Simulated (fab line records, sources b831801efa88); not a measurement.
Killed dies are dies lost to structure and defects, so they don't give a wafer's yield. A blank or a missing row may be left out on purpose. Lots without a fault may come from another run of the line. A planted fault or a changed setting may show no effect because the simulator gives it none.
Problem report in the 8D (eight disciplines) form, filled by code | flow sky130 | the parts of the form that need people (team, actions taken, sign-off) are left out

1. THE PROBLEM
run_length_s at SKY_CAPM_METAL_ETCH_13 reads a mean of 99.8 s on 2 wafers of 2 lots; wafers without a fault read 91.2 s with a standard deviation of 0.39. That is +22 standard deviations from the usual mean.
The step: etches TiN in Cl2/BCl3, stops on SiO2, target depth 220 nm, time 62.9 s.
First seen on wafer L816.5, day 40 17:56, on rie_metal-01. The record holds 36 wafers of 12 lots with a number at this step. Rule for "out", or "out of limits": more than 4 standard deviations from the usual mean. The other wafers with a number count as sound.

2. WHAT IT IS AND WHAT IT IS NOT
question                    | is                           | is not
which readings at this step | run_length_s, oes_product_au | drypump_motor_current_A, mfc_cl2_sccm, rf_fwd_power_W
which lots                  | L816, L819                   | L807, L809, L810, L812, L817, L824, L826, L827, L828, L829
which wafers of those lots  | L816.5, L819.2               | L816.1, L816.6, L819.1, L819.5
read on which tools         | rie_metal-01                 | rie_metal-03, rie_metal-04
when                        | from day 40 17:56            | up to then (14 sound wafers); but 20 sound wafers of L817, L819, L824, L826, L827, L828, L829 came after

3. SUSPECTS, AND WHAT RULES EACH OUT
Counting: a tool at a process step up to the reading stays a suspect if it ran every lot that is out. Sound lots after the first of them don't rule it out here, since some wafers of a struck lot are sound.
- rie_metal-01 at SKY_CAPM_METAL_ETCH_13 (etches TiN in Cl2/BCl3, stops on SiO2, target depth 220 nm, time 62.9 s): kept. It ran every lot that is out, first L816 (day 40 17:56); its last sound lot up to then is L810 (day 39 03:35). Its own readings are out on those wafers: oes_product_au, run_length_s.
- Within rie_metal-01 at SKY_CAPM_METAL_ETCH_13: the wafers that are out ran in chamber 0; their sound lot-mates ran in chamber 1.
Left after counting: rie_metal-01 at SKY_CAPM_METAL_ETCH_13.

4. THE CAUSE (what the simulator had put in)
Process parameter drift: rie_metal-01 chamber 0, from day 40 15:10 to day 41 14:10, at SKY_CAPM_METAL_ETCH_13. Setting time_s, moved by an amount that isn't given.
Counting left only this tool.

5. THE CHAIN OF EFFECTS, in route order
Each row: a reading whose mean over the struck wafers that have a number lies more than 3 standard deviations from the usual. Only readings for which the record gives a usual standard deviation are gone through. hours: the time from each lot's start at the first step in this table that gives one to its start at this step, as a median over the lots. sigmas: the change in usual standard deviations.
hours | step                   | reading                  | usual      | on struck wafers | change | sigmas
0     | SKY_CAPM_METAL_ETCH_13 | oes_product_au           | 0.944 a.u. | 0.883            | -0.060 | -8.2
0     | SKY_CAPM_METAL_ETCH_13 | run_length_s             | 91.2 s     | 99.8             | +8.5   | +22
0     | SKY_CAPM_METAL_ETCH_13 | throttle_valve_pct       | 21.899 %   | 21.944           | +0.044 | +4.4
0     | SKY_CAPM_STRIP_14      | strip_time_to_endpoint_s | 12.63 s    | 12.36            | -0.27  | -5.4
25    | SKY_METAL3_ETCH_17     | oes_product_au           | 0.753 a.u. | 0.677            | -0.076 | -9.7
The process steps in it:
- SKY_CAPM_METAL_ETCH_13: etches TiN in Cl2/BCl3, stops on SiO2, target depth 220 nm, time 62.9 s.
- SKY_CAPM_STRIP_14: strips in O2/N2.
- SKY_METAL3_ETCH_17: etches SiO2 in C4F8/O2/Ar, stops on TiN, time 3.9 s, target depth 15 nm.

6. WHAT WOULD HAVE CAUGHT IT SOONER
In this record the first reading out of limits was taken at day 40 17:56, 3 hours after the fault began at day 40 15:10.
